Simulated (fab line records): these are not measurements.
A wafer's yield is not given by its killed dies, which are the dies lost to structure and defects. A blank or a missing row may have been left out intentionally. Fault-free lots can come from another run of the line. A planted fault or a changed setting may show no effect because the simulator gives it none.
fab line records -- flow sky130
[record] lots = 12, wafers = 36, last-day = 50
route steps=708 shown VIA3@575 METAL4@632 PAD_OPEN@708
lots that met no fault: from a run of the same line without faults
start-h: start of the lot's first displayed wafer, in hours after the record's first day -- wait-h: hours from the lot's prior step to this one -- " identical to the entry in the row above -- L1.1+2: a single row standing in for several wafers -- - no value, or no start given -- * or withheld: withheld -- < > ~ a bound
route shown NAME@n: a module of which the file shows steps, and the number in the route of the first -- usual: mean and standard deviation over wafers with no fault -- same: alike in all rows -- chamber/n: place in a boat -- sites: each site's reading -- _std_site: standard deviation of those values -- _edge_site: mean of outer sites minus mean of inner sites -- radius-mm: how far each site lies from the wafer's centre -- mask NAME#n: copy n -- behind: tool/chamber where the wafer was last shaped -- hold: the reason the lot was held/the length of the hold in hours/how it ended -- device: whichever transistor did not switch (one of n, p or np) -- end of line: the route-end tests of the same wafers -- a step without rows: its recipe alone -- killed: dies lost to structure and defects at the first sort, not the wafer's yield -- map: shows each die of a wafer: x if killed, . if not, _ if none is there
set.NAME: the setting that was run; set.NAME@STEP: the one run at that earlier step -- model.NAME: the simulator's own value behind a step, which no gauge read
route steps across a sampled set of lots; one table per step, one row per wafer
services: the hour from which a tool's chamber was out of use, counted from the record's first day as start-h (under 0 if before that day), plus the number of hours and why
[[steps]]
[step SKY_VIA3_CMP_02]
[recipe] material = SiO2, down-force-psi = 4, platen-rpm = 60, pad-velocity-m-s = 0.94248
[usual] motor-current-A = 12.7/1.4
lot.wafer,tool,chamber,start-h,wait-h,motor-current-A
L350.1,cmp-02,0,917.00,0.1,12.5
L350.4,cmp-02,1,917.00,0.1,11.5
L350.2,cmp-02,3,917.00,0.1,13.9
L351.4,cmp-02,1,920.65,0.3,11.5
L351.6,cmp-02,0,920.65,0.3,12.5
L351.5,cmp-02,1,920.65,0.3,10.7
L353.1,cmp-01,1,941.77,0.1,11.6
L353.2,cmp-01,3,941.77,0.1,13.4
L353.6,cmp-01,0,941.77,0.1,11.3
L357.4,cmp-02,2,983.38,0.0,12.0
L357.1,cmp-02,0,983.38,0.0,12.8
L357.2,cmp-02,1,983.38,0.0,11.8
L358.1,cmp-01,0,987.82,0.1,11.6
L358.2,cmp-01,1,987.82,0.1,11.3
L358.4,cmp-01,2,987.82,0.1,15.6
L359.1,cmp-01,1,988.93,0.1,11.0
L359.3,cmp-01,2,988.93,0.1,15.0
L359.2,cmp-01,0,988.93,0.1,12.0
L360.2,cmp-01,2,999.43,0.0,14.8
L360.4,cmp-01,1,999.43,0.0,10.9
L360.6,cmp-01,2,999.43,0.0,15.4
L362.2,cmp-02,1,1001.69,0.0,11.1
L362.3,cmp-02,2,1001.69,0.0,12.2
L362.4,cmp-02,3,1001.69,0.0,14.4
L363.1,cmp-01,0,1010.89,0.1,12.1
L363.3,cmp-01,1,1010.89,0.1,11.1
L363.4,cmp-01,2,1010.89,0.1,15.0
L369.4,cmp-02,0,1045.88,0.0,12.4
L369.2,cmp-02,2,1045.88,0.0,12.3
L369.3,cmp-02,3,1045.88,0.0,13.7
L370.1,cmp-01,3,1052.32,0.2,13.2
L370.5,cmp-01,0,1052.32,0.2,11.6
L370.6,cmp-01,1,1052.32,0.2,11.6
L371.4,cmp-01,2,1061.97,0.0,14.8
L371.1,cmp-01,0,1061.97,0.0,11.3
L371.6,cmp-01,2,1061.97,0.0,15.2
[step SKY_VIA3_BOW_MEAS_03]
[recipe] mode = bow
[usual] VIA3_BOW = 78/7.5
lot.wafer,tool,chamber,start-h,wait-h,VIA3_BOW[um]
L350.1,film-metro-01,-,917.30,0.2,76
L350.2,film-metro-01,-,917.30,0.2,83
L350.4,film-metro-01,-,917.30,0.2,66
L351.4,film-metro-03,-,920.96,0.3,87
L351.5,film-metro-03,-,920.96,0.3,86
L351.6,film-metro-03,-,920.96,0.3,83
L353.1,film-metro-04,-,942.02,0.2,90
L353.2,film-metro-04,-,942.02,0.2,88
L353.6,film-metro-04,-,942.02,0.2,79
L357.1,film-metro-01,-,983.68,0.1,77
L357.2,film-metro-01,-,983.68,0.1,69
L357.4,film-metro-01,-,983.68,0.1,84
L358.1,film-metro-03,-,988.07,0.2,88
L358.2,film-metro-03,-,988.07,0.2,78
L358.4,film-metro-03,-,988.07,0.2,77
L359.1,film-metro-04,-,989.23,0.2,83
L359.2,film-metro-04,-,989.23,0.2,87
L359.3,film-metro-04,-,989.23,0.2,92
L360.2,film-metro-04,-,999.78,0.3,60
L360.4,film-metro-04,-,999.78,0.3,78
L360.6,film-metro-04,-,999.78,0.3,83
L362.2,film-metro-03,-,1002.01,0.3,81
L362.3,film-metro-03,-,1002.01,0.3,68
L362.4,film-metro-03,-,1002.01,0.3,80
L363.1,film-metro-03,-,1011.19,0.2,78
L363.3,film-metro-03,-,1011.19,0.2,79
L363.4,film-metro-03,-,1011.19,0.2,75
L369.2,film-metro-03,-,1046.20,0.2,90
L369.3,film-metro-03,-,1046.20,0.2,72
L369.4,film-metro-03,-,1046.20,0.2,77
L370.1,film-metro-01,-,1052.47,0.1,75
L370.5,film-metro-01,-,1052.47,0.1,79
L370.6,film-metro-01,-,1052.47,0.1,81
L371.1,film-metro-04,-,1062.27,0.1,71
L371.4,film-metro-04,-,1062.27,0.1,70
L371.6,film-metro-04,-,1062.27,0.1,80
[step SKY_VIA3_OVL_MEAS_13]
[usual] VIA3_OVL = -1/4.8
lot.wafer,tool,chamber,start-h,wait-h,VIA3_OVL[nm]
L350.1,overlay-02,-,942.15,0.1,-1
L350.2,overlay-02,-,942.15,0.1,-10
L350.4,overlay-02,-,942.15,0.1,-4
L351.4,overlay-01,-,945.81,0.1,-6
L351.5,overlay-01,-,945.81,0.1,1
L351.6,overlay-01,-,945.81,0.1,-2
L353.1,overlay-02,-,966.44,0.1,3
L353.2,overlay-02,-,966.44,0.1,-5
L353.6,overlay-02,-,966.44,0.1,-10
L357.1,overlay-02,-,1007.49,0.1,7
L357.2,overlay-02,-,1007.49,0.1,1
L357.4,overlay-02,-,1007.49,0.1,1
L358.1,overlay-02,-,1010.95,0.1,6
L358.2,overlay-02,-,1010.95,0.1,1
L358.4,overlay-02,-,1010.95,0.1,-4
L359.1,overlay-02,-,1012.90,0.1,-11
L359.2,overlay-02,-,1012.90,0.1,-5
L359.3,overlay-02,-,1012.90,0.1,-9
L360.2,overlay-02,-,1022.86,0.1,-6
L360.4,overlay-02,-,1022.86,0.1,-9
L360.6,overlay-02,-,1022.86,0.1,-7
L362.2,overlay-02,-,1025.35,0.1,-2
L362.3,overlay-02,-,1025.35,0.1,-3
L362.4,overlay-02,-,1025.35,0.1,-2
L363.1,overlay-01,-,1033.79,0.1,-6
L363.3,overlay-01,-,1033.79,0.1,-3
L363.4,overlay-01,-,1033.79,0.1,-10
L369.2,overlay-01,-,1067.56,0.1,-2
L369.3,overlay-01,-,1067.56,0.1,-1
L369.4,overlay-01,-,1067.56,0.1,-3
L370.1,overlay-01,-,1073.65,0.1,8
L370.5,overlay-01,-,1073.65,0.1,4
L370.6,overlay-01,-,1073.65,0.1,10
L371.1,overlay-02,-,1083.40,0.1,-6
L371.4,overlay-02,-,1083.40,0.1,-12
L371.6,overlay-02,-,1083.40,0.1,-8
[step SKY_METAL4_ETCH_16]
[recipe] chemistry = N2/H2, target = BARC, ion-energy-ev = 200, bias-w = 100, pressure-mtorr = 30, n2-flow-sccm = 100, h2-flow-sccm = 200, icp-w = 500, stop-on = SiO2, time-s = 88.2, target-depth-a = 600
[usual] drypump-motor-current-A = 5.8/0.38, oes-product-au = 0.625/0.0043, rf-fwd-power-W = 496.4/2, throttle-valve-pct = 13.206/0.0089
lot.wafer,tool,chamber,start-h,wait-h,drypump-motor-current-A,oes-product-au,rf-fwd-power-W,rf-hours-counter-h,throttle-valve-pct
L350.1,rie-metal-03,1,992.26,0.0,5.6,0.630,497.6,16,13.197
L350.2,rie-metal-03,0,992.26,0.0,5.5,0.627,494.7,9,13.210
L350.4,rie-metal-03,0,992.26,0.0,5.5,0.624,492.9,-,13.213
L351.4,rie-metal-04,0,995.76,0.0,6.2,0.624,496.3,-,13.197
L351.5,rie-metal-04,1,995.76,0.0,5.9,0.629,496.6,-,13.201
L351.6,rie-metal-04,0,995.76,0.0,6.2,0.620,495.7,-,13.221
L353.1,rie-metal-03,0,1016.12,0.0,5.5,0.617,494.7,10,13.211
L353.2,rie-metal-03,1,1016.12,0.0,5.6,0.623,498.3,17,13.208
L353.6,rie-metal-03,1,1016.12,0.0,5.6,0.629,498.9,-,13.202
L357.1,rie-metal-01,1,1055.33,0.0,5.0,0.629,497.5,13,13.200
L357.2,rie-metal-01,0,1055.33,0.0,6.3,0.622,495.6,16,13.198
L357.4,rie-metal-01,0,1055.33,0.0,6.3,0.622,497.7,-,13.200
L358.1,rie-metal-01,1,1057.22,0.0,5.0,0.615,500.3,13,13.206
L358.2,rie-metal-01,0,1057.22,0.0,6.3,0.625,498.7,16,13.187
L358.4,rie-metal-01,1,1057.22,0.0,5.0,0.632,497.5,-,13.203
L359.1,rie-metal-01,0,1059.91,0.0,6.4,0.624,577.9,16,13.219
L359.2,rie-metal-01,1,1059.91,0.0,5.0,0.619,575.0,13,13.208
L359.3,rie-metal-01,0,1059.91,0.0,6.3,0.629,577.5,-,13.192
L360.2,rie-metal-04,0,1068.61,0.0,6.2,0.625,497.0,14,13.214
L360.4,rie-metal-04,1,1068.61,0.0,6.0,0.633,497.7,-,13.210
L360.6,rie-metal-04,0,1068.61,0.0,6.2,0.623,496.7,-,13.214
L362.2,rie-metal-03,0,1070.56,0.0,5.5,0.624,494.6,14,13.211
L362.3,rie-metal-03,1,1070.56,0.0,5.6,0.627,497.0,-,13.209
L362.4,rie-metal-03,0,1070.56,0.0,5.5,0.626,493.0,-,13.201
L363.1,rie-metal-01,0,1078.87,0.0,6.3,0.623,575.2,18,13.205
L363.3,rie-metal-01,1,1078.87,0.0,5.0,0.629,581.5,-,13.198
L363.4,rie-metal-01,0,1078.87,0.0,6.3,0.620,575.7,-,13.198
L369.2,rie-metal-04,0,1111.51,0.0,6.2,0.624,492.3,18,13.215
L369.3,rie-metal-04,1,1111.51,0.0,6.0,0.625,496.5,-,13.211
L369.4,rie-metal-04,0,1111.51,0.0,6.2,0.625,495.7,-,13.210
L370.1,rie-metal-03,0,1116.01,0.0,5.5,0.626,493.6,18,13.195
L370.5,rie-metal-03,1,1116.01,0.0,5.6,0.625,501.1,-,13.186
L370.6,rie-metal-03,0,1116.01,0.0,5.5,0.619,494.0,-,13.218
L371.1,rie-metal-03,1,1128.17,0.0,5.6,0.622,497.3,25,13.192
L371.4,rie-metal-03,1,1128.17,0.0,5.6,0.622,496.5,-,13.196
L371.6,rie-metal-03,1,1128.17,0.0,5.6,0.619,497.5,-,13.189
[step SKY_PAD_OPEN_PROBE_99]
[usual] defect-limited-yield = 82.2/1.8, killed_at_M0_to_M3 = 43/6.6, killed_at_M4_up = 3.2/1.9, killed-at-contacts = 25/5.3, killed-at-front-end = 16/4.5, killed-at-other = 0.3/0.63, killed-dies = 87/8.9, killed-on-rim = 17/3.7, killed-open = 48/7.9, killed-short = 39/5.3, sort_bin_3_pad_short = 0.8/0.38, sort_bin_5_function = 10.5/1.5, sort_bin_6_memory = 6.4/1.2, sort-n-pass = 405/8.9, sort-yield-pct = 82.2/1.8
[same] gross-dies = 492, killed-at-back-side = 0, sort_bin_4_leakage[%] = 0, sort_bin_8_speed[%] = 0
lot.wafer,tool,chamber,start-h,wait-h,defect-limited-yield[%],killed_at_M0_to_M3,killed_at_M4_up,killed-at-contacts,killed-at-front-end,killed-at-other,killed-dies,killed-on-rim,killed-open,killed-short,sort_bin_3_pad_short[%],sort_bin_5_function[%],sort_bin_6_memory[%],sort-n-pass,sort-yield-pct[%]
L350.1,prober-01,-,1087.99,0.1,81.9,29,5,24,31,0,89,22,45,43,1.8,10.0,6.3,403,81.9
L350.2,prober-01,-,1088.04,0.1,81.1,38,3,31,21,0,93,18,60,33,1.0,11.0,6.9,399,81.1
L350.4,prober-01,-,1088.14,0.2,81.3,43,0,33,16,0,92,16,58,32,0.2,11.0,7.5,400,81.3
L351.4,prober-02,-,1089.39,0.2,83.3,33,1,27,21,0,82,15,41,40,1.0,10.2,5.5,410,83.3
L351.5,prober-02,-,1089.44,0.2,82.3,41,2,27,17,0,87,14,54,33,0.8,11.4,5.5,405,82.3
L351.6,prober-02,-,1089.49,0.2,83.3,36,4,23,19,0,82,12,43,39,1.0,11.0,4.7,410,83.3
L353.1,prober-02,-,1107.39,0.1,83.1,38,1,28,15,1,83,19,41,42,1.0,10.6,5.3,409,83.1
L353.2,prober-02,-,1107.44,0.1,81.3,46,1,29,15,1,92,23,56,36,0.6,14.4,3.7,400,81.3
L353.6,prober-02,-,1107.64,0.2,84.1,46,3,18,11,0,78,16,40,38,0.4,10.6,4.9,414,84.1
L357.1,prober-02,-,1139.50,0.1,83.5,39,3,22,17,0,81,15,35,46,1.6,10.8,4.1,411,83.5
L357.2,prober-02,-,1139.55,0.1,84.3,44,3,18,12,0,77,16,43,34,1.0,8.9,5.7,415,84.3
L357.4,prober-02,-,1139.65,0.2,81.7,48,3,22,17,0,90,18,55,35,0.6,10.0,7.7,402,81.7
L358.1,prober-01,-,1143.00,0.1,84.1,44,0,21,13,0,78,15,38,40,1.4,8.9,5.5,414,84.1
L358.2,prober-01,-,1143.05,0.1,85.4,42,1,17,11,1,72,18,42,30,0.8,7.5,6.3,420,85.4
L358.4,prober-01,-,1143.15,0.2,82.9,39,3,33,9,0,84,19,52,32,0.6,9.8,6.7,408,82.9
L359.1,prober-02,-,1148.25,0.1,82.7,29,7,34,15,0,85,16,40,45,0.4,9.6,7.3,407,82.7
L359.2,prober-02,-,1148.30,0.1,85.6,29,3,29,10,0,71,11,42,29,0.8,8.7,4.9,421,85.6
L359.3,prober-02,-,1148.35,0.2,79.9,46,5,28,20,0,99,15,56,43,1.0,11.2,7.9,393,79.9
L360.2,prober-02,-,1154.15,0.1,88.4,32,3,8,13,1,57,8,26,30,0.2,7.1,4.3,435,88.4
L360.4,prober-02,-,1154.25,0.2,81.9,48,4,17,20,0,89,14,52,37,0.4,11.4,6.3,403,81.9
L360.6,prober-02,-,1154.35,0.2,82.1,53,0,19,16,0,88,18,54,34,1.0,9.8,7.1,404,82.1
L362.2,prober-01,-,1156.96,0.1,80.1,43,3,27,25,0,98,16,67,31,0,12.4,7.5,394,80.1
L362.3,prober-01,-,1157.01,0.2,83.3,36,4,27,15,0,82,20,51,31,0.8,9.8,6.1,410,83.3
L362.4,prober-01,-,1157.06,0.2,78.7,39,5,40,21,0,105,24,61,44,1.0,12.6,7.7,387,78.7
L363.1,prober-02,-,1160.19,0.1,82.3,35,5,30,17,0,87,21,50,36,0.6,11.2,5.9,405,82.3
L363.3,prober-02,-,1160.29,0.2,78.7,55,3,22,25,0,105,28,57,46,1.4,12.2,7.7,387,78.7
L363.4,prober-02,-,1160.34,0.2,82.5,38,5,29,14,0,86,19,50,34,0.4,10.2,6.9,406,82.5
L369.2,prober-02,-,1189.41,0.1,80.1,43,4,28,23,0,98,17,56,42,0.4,13.2,6.3,394,80.1
L369.3,prober-02,-,1189.46,0.2,79.5,42,2,29,27,1,101,16,65,36,0.2,13.8,6.5,391,79.5
L369.4,prober-02,-,1189.51,0.2,84.3,37,4,19,17,0,77,14,43,34,0.2,13.0,2.4,415,84.3
L370.1,prober-01,-,1193.00,0.1,81.7,49,2,24,15,0,90,20,48,42,0.6,12.2,5.5,402,81.7
L370.5,prober-01,-,1193.20,0.2,81.9,38,4,32,15,0,89,15,39,50,1.2,11.2,5.7,403,81.9
L370.6,prober-01,-,1193.25,0.2,79.7,50,5,22,23,0,100,18,50,50,1.2,11.8,7.3,392,79.7
L371.1,prober-02,-,1201.95,0.1,81.5,41,5,34,11,0,91,19,51,40,1.4,11.6,5.5,401,81.5
L371.4,prober-02,-,1202.10,0.2,81.9,50,6,24,9,0,89,15,43,46,1.0,11.8,5.3,403,81.9
L371.6,prober-02,-,1202.20,0.2,81.5,38,5,31,17,0,91,12,46,45,0.8,11.4,6.3,401,81.5
// killed by level:class
L350.1 CONTACT:geometric-particle:open=13 FIELD_ISO:geometric-particle:short=9 POLY_GATE:geometric-particle:open=8 FIELD_ISO:geometric-particle:open=6 POLY_GATE:geometric-particle:short=6 LOCAL_INTERCONNECT:geometric-particle:short=6 VIA1:geometric-particle:open=6 METAL2:geometric-particle:short=6
L350.2 CONTACT:geometric-particle:open=14 VIA3:geometric-particle:open=11 FIELD_ISO:geometric-particle:open=8 LI_CONTACT:geometric-particle:open=8 VIA2:geometric-particle:open=7 FIELD_ISO:geometric-particle:short=5 CONTACT:geometric-particle:short=5 LOCAL_INTERCONNECT:geometric-particle:short=4
L350.4 CONTACT:geometric-particle:open=14 VIA1:geometric-particle:open=10 VIA2:geometric-particle:short=7 FIELD_ISO:geometric-particle:open=6 LI_CONTACT:geometric-particle:open=6 CONTACT:geometric-particle:short=6 VIA3:geometric-particle:open=6 VIA2:geometric-particle:open=6
L351.4 CONTACT:geometric-particle:open=12 VIA2:geometric-particle:open=9 FIELD_ISO:geometric-particle:short=8 CONTACT:geometric-particle:short=6 VIA1:geometric-particle:open=5 POLY_GATE:geometric-particle:short=4 LOCAL_INTERCONNECT:geometric-particle:short=4 METAL2:geometric-particle:short=4
L351.5 CONTACT:geometric-particle:open=14 METAL2:geometric-particle:short=7 VIA3:geometric-particle:open=7 VIA2:geometric-particle:open=6 VIA1:geometric-particle:open=6 FIELD_ISO:geometric-particle:open=4 LI_CONTACT:geometric-particle:open=4 FIELD_ISO:geometric-particle:short=3
L351.6 LI_CONTACT:geometric-particle:open=8 VIA1:geometric-particle:open=8 FIELD_ISO:geometric-particle:open=6 VIA1:geometric-particle:short=6 METAL3:geometric-particle:short=6 POLY_GATE:geometric-particle:short=5 CONTACT:geometric-particle:open=5 VIA2:geometric-particle:open=5
L353.1 CONTACT:geometric-particle:open=8 FIELD_ISO:geometric-particle:open=7 LI_CONTACT:geometric-particle:open=7 METAL1:geometric-particle:short=6 VIA3:geometric-particle:open=6 CONTACT:geometric-particle:short=5 VIA2:geometric-particle:short=5 METAL2:geometric-particle:short=4
L353.2 CONTACT:geometric-particle:open=13 VIA1:geometric-particle:open=12 LI_CONTACT:geometric-particle:open=7 FIELD_ISO:geometric-particle:open=6 VIA2:geometric-particle:open=6 METAL2:geometric-particle:short=6 VIA3:geometric-particle:open=4 CONTACT:geometric-particle:short=4
L353.6 VIA1:geometric-particle:open=9 VIA3:geometric-particle:open=8 VIA2:geometric-particle:open=7 VIA1:geometric-particle:short=7 CONTACT:geometric-particle:short=5 CONTACT:geometric-particle:open=5 METAL2:geometric-particle:short=5 FIELD_ISO:geometric-particle:open=3
L357.1 VIA1:geometric-particle:open=8 FIELD_ISO:geometric-particle:short=6 VIA1:geometric-particle:short=6 LOCAL_INTERCONNECT:geometric-particle:short=5 CONTACT:geometric-particle:short=5 METAL1:geometric-particle:short=5 VIA3:geometric-particle:open=5 LI_CONTACT:geometric-particle:open=4
L357.2 VIA3:geometric-particle:open=12 CONTACT:geometric-particle:open=7 METAL1:geometric-particle:short=7 VIA2:geometric-particle:open=6 VIA1:geometric-particle:short=6 VIA1:geometric-particle:open=5 FIELD_ISO:geometric-particle:open=4 LI_CONTACT:geometric-particle:open=4
L357.4 VIA3:geometric-particle:open=14 VIA1:geometric-particle:open=10 LI_CONTACT:geometric-particle:open=8 METAL1:geometric-particle:short=7 VIA1:geometric-particle:short=7 POLY_GATE:geometric-particle:open=6 CONTACT:geometric-particle:open=6 CONTACT:geometric-particle:short=4
L358.1 VIA1:geometric-particle:open=12 VIA3:geometric-particle:short=7 CONTACT:geometric-particle:open=6 METAL3:geometric-particle:short=6 VIA2:geometric-particle:open=6 LI_CONTACT:geometric-particle:short=5 FIELD_ISO:geometric-particle:short=4 LOCAL_INTERCONNECT:geometric-particle:short=4
L358.2 VIA1:geometric-particle:open=10 CONTACT:geometric-particle:open=8 VIA3:geometric-particle:open=6 METAL1:geometric-particle:short=5 VIA1:geometric-particle:short=5 POLY_GATE:geometric-particle:open=4 METAL2:geometric-particle:short=4 VIA2:geometric-particle:open=4
L358.4 CONTACT:geometric-particle:open=11 VIA2:geometric-particle:open=10 LI_CONTACT:geometric-particle:open=9 CONTACT:geometric-particle:short=6 VIA1:geometric-particle:open=6 VIA3:geometric-particle:open=5 VIA1:geometric-particle:short=5 POLY_GATE:geometric-particle:open=4
L359.1 LI_CONTACT:geometric-particle:open=9 CONTACT:geometric-particle:open=9 LOCAL_INTERCONNECT:geometric-particle:short=7 FIELD_ISO:geometric-particle:short=6 CONTACT:geometric-particle:short=6 POLY_GATE:geometric-particle:short=4 VIA3:geometric-particle:short=4 VIA1:geometric-particle:short=4
L359.2 CONTACT:geometric-particle:open=12 VIA1:geometric-particle:open=8 CONTACT:geometric-particle:short=6 LI_CONTACT:geometric-particle:open=5 VIA2:geometric-particle:open=5 VIA3:geometric-particle:open=5 POLY_GATE:geometric-particle:short=4 LOCAL_INTERCONNECT:geometric-particle:open=4
L359.3 CONTACT:geometric-particle:open=17 VIA1:geometric-particle:open=12 VIA3:geometric-particle:open=7 FIELD_ISO:geometric-particle:short=6 METAL1:geometric-particle:short=6 FIELD_ISO:geometric-particle:open=5 CONTACT:geometric-particle:short=5 VIA1:geometric-particle:short=5
L360.2 VIA1:geometric-particle:open=8 METAL1:geometric-particle:short=4 METAL2:geometric-particle:short=4 VIA2:geometric-particle:open=4 VIA3:geometric-particle:open=4 SONOS_ONO:geometric-particle:short=3 LI_CONTACT:geometric-particle:open=3 CONTACT:geometric-particle:short=3
L360.4 VIA1:geometric-particle:open=13 VIA2:geometric-particle:open=8 LI_CONTACT:geometric-particle:open=7 CONTACT:geometric-particle:open=7 METAL2:geometric-particle:short=5 FIELD_ISO:geometric-particle:open=4 SPACER:geometric-particle:short=4 VIA1:geometric-particle:short=4
L360.6 VIA3:geometric-particle:open=12 VIA1:geometric-particle:open=12 CONTACT:geometric-particle:open=8 POLY_GATE:geometric-particle:open=7 VIA1:geometric-particle:short=6 CONTACT:geometric-particle:short=5 METAL1:geometric-particle:short=4 METAL2:geometric-particle:short=4
L362.2 POLY_GATE:geometric-particle:open=11 CONTACT:geometric-particle:open=11 VIA1:geometric-particle:open=9 LI_CONTACT:geometric-particle:open=8 VIA2:geometric-particle:open=8 VIA3:geometric-particle:open=6 FIELD_ISO:geometric-particle:short=5 METAL1:geometric-particle:short=5
L362.3 VIA1:geometric-particle:open=10 LI_CONTACT:geometric-particle:open=8 CONTACT:geometric-particle:open=8 POLY_GATE:geometric-particle:open=7 VIA1:geometric-particle:short=5 LOCAL_INTERCONNECT:geometric-particle:short=5 VIA3:geometric-particle:open=5 METAL1:geometric-particle:short=5
L362.4 CONTACT:geometric-particle:open=16 VIA2:geometric-particle:open=9 CONTACT:geometric-particle:short=8 LI_CONTACT:geometric-particle:open=7 METAL1:geometric-particle:short=7 LOCAL_INTERCONNECT:geometric-particle:short=6 VIA1:geometric-particle:open=6 VIA3:geometric-particle:open=6
L363.1 CONTACT:geometric-particle:open=11 FIELD_ISO:geometric-particle:open=7 LI_CONTACT:geometric-particle:open=7 VIA1:geometric-particle:open=6 VIA1:geometric-particle:short=6 CONTACT:geometric-particle:short=5 METAL2:geometric-particle:short=5 FIELD_ISO:geometric-particle:short=4
L363.3 VIA1:geometric-particle:open=10 VIA2:geometric-particle:open=9 VIA3:geometric-particle:open=9 FIELD_ISO:geometric-particle:open=8 FIELD_ISO:geometric-particle:short=7 CONTACT:geometric-particle:open=7 METAL2:geometric-particle:short=7 CONTACT:geometric-particle:short=6
L363.4 CONTACT:geometric-particle:open=13 METAL2:geometric-particle:short=7 LI_CONTACT:geometric-particle:open=6 POLY_GATE:geometric-particle:open=5 VIA1:geometric-particle:open=5 CONTACT:geometric-particle:short=5 VIA2:geometric-particle:open=5 FIELD_ISO:geometric-particle:open=4
L369.2 CONTACT:geometric-particle:open=14 VIA1:geometric-particle:open=9 FIELD_ISO:geometric-particle:open=8 LI_CONTACT:geometric-particle:short=6 VIA2:geometric-particle:open=6 METAL2:geometric-particle:short=6 VIA3:geometric-particle:open=6 POLY_GATE:geometric-particle:short=5
L369.3 LI_CONTACT:geometric-particle:open=19 VIA1:geometric-particle:open=12 VIA2:geometric-particle:open=8 VIA3:geometric-particle:open=7 FIELD_ISO:geometric-particle:short=6 POLY_GATE:geometric-particle:short=6 CONTACT:geometric-particle:open=5 VIA1:geometric-particle:short=5
L369.4 VIA1:geometric-particle:open=11 CONTACT:geometric-particle:open=7 FIELD_ISO:geometric-particle:open=6 METAL1:geometric-particle:short=6 LI_CONTACT:geometric-particle:open=5 METAL2:geometric-particle:short=5 VIA2:geometric-particle:open=4 FIELD_ISO:geometric-particle:short=3
L370.1 CONTACT:geometric-particle:open=11 VIA1:geometric-particle:open=11 VIA1:geometric-particle:short=7 LI_CONTACT:geometric-particle:open=6 VIA2:geometric-particle:open=6 VIA2:geometric-particle:short=6 VIA3:geometric-particle:open=6 POLY_GATE:geometric-particle:short=5
L370.5 CONTACT:geometric-particle:open=10 CONTACT:geometric-particle:short=10 VIA1:geometric-particle:open=9 METAL2:geometric-particle:short=6 FIELD_ISO:geometric-particle:short=5 POLY_GATE:geometric-particle:short=5 LI_CONTACT:geometric-particle:open=5 VIA1:geometric-particle:short=5
L370.6 CONTACT:geometric-particle:open=10 VIA1:geometric-particle:short=8 METAL2:geometric-particle:short=7 FIELD_ISO:geometric-particle:open=7 VIA3:geometric-particle:open=7 VIA1:geometric-particle:open=6 FIELD_ISO:geometric-particle:short=5 POLY_GATE:geometric-particle:open=5
L371.1 CONTACT:geometric-particle:open=11 VIA1:geometric-particle:open=11 LI_CONTACT:geometric-particle:open=9 CONTACT:geometric-particle:short=8 VIA2:geometric-particle:open=7 METAL2:geometric-particle:short=6 LOCAL_INTERCONNECT:geometric-particle:short=5 METAL1:geometric-particle:short=5
L371.4 VIA1:geometric-particle:open=11 CONTACT:geometric-particle:open=9 METAL2:geometric-particle:short=8 FIELD_ISO:geometric-particle:short=6 VIA2:geometric-particle:open=6 VIA3:geometric-particle:open=5 CONTACT:geometric-particle:short=5 LI_CONTACT:geometric-particle:open=4
L371.6 CONTACT:geometric-particle:open=15 METAL1:geometric-particle:short=9 LI_CONTACT:geometric-particle:open=7 POLY_GATE:geometric-particle:open=5 METAL4:geometric-particle:short=5 VIA3:geometric-particle:open=4 CONTACT:geometric-particle:short=4 VIA1:geometric-particle:open=4
[[services]]
tool,chamber,start-h,hours,kind
rie-metal-04,-,896.68,0.3,repair
cmp-02,-,898.00,6.5,pm
cmp-02,-,899.73,1.8,repair
cmp-01,-,912.00,4.0,pm
cmp-01,-,916.00,-,consumable-replace:conditioner
cmp-01,-,916.00,-,consumable-replace:pad
cmp-01,-,916.00,5.4,pm
rie-metal-03,0,916.57,1.7,repair
cmp-02,-,926.81,0.7,repair
cmp-02,-,940.39,0.5,repair
cmp-01,-,1052.79,0.2,repair
cmp-02,-,1067.79,0.4,repair
cmp-01,-,1076.20,12.4,pm
rie-metal-01,-,1081.80,28.1,pm
cmp-02,-,1084.07,4.0,pm
cmp-02,-,1085.39,1.3,repair
cmp-02,-,1088.07,-,consumable-replace:conditioner
cmp-02,-,1088.07,-,consumable-replace:pad
cmp-02,-,1095.07,1.1,repair
cmp-01,-,1117.55,1.3,repair
rie-metal-01,1,1121.24,1.3,repair
rie-metal-04,1,1128.21,4.3,repair
[[key]]
[first-sign] step = SKY_METAL4_ETCH_16, reading = rf-fwd-power-W, direction = up, sigmas = 40, usual = 496.4, struck = 577.1
effect none on later readings
met-at SKY_METAL4_ETCH_16
struck-lots L359,L363
not-acting-at SKY_VIA3_CMP_02,SKY_VIA3_BOW_MEAS_03,SKY_VIA3_OVL_MEAS_13
onset-between 1057.22 1059.91
[fault] kind = process-parameter-drift, tool = rie-metal-01, chamber = -, onset-h = 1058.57, steps = SKY_METAL4_ETCH_16, channel = icp-w, offset = 80, shape = step, end-h = 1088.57, acts-in = these-recipes-only, stated = 500
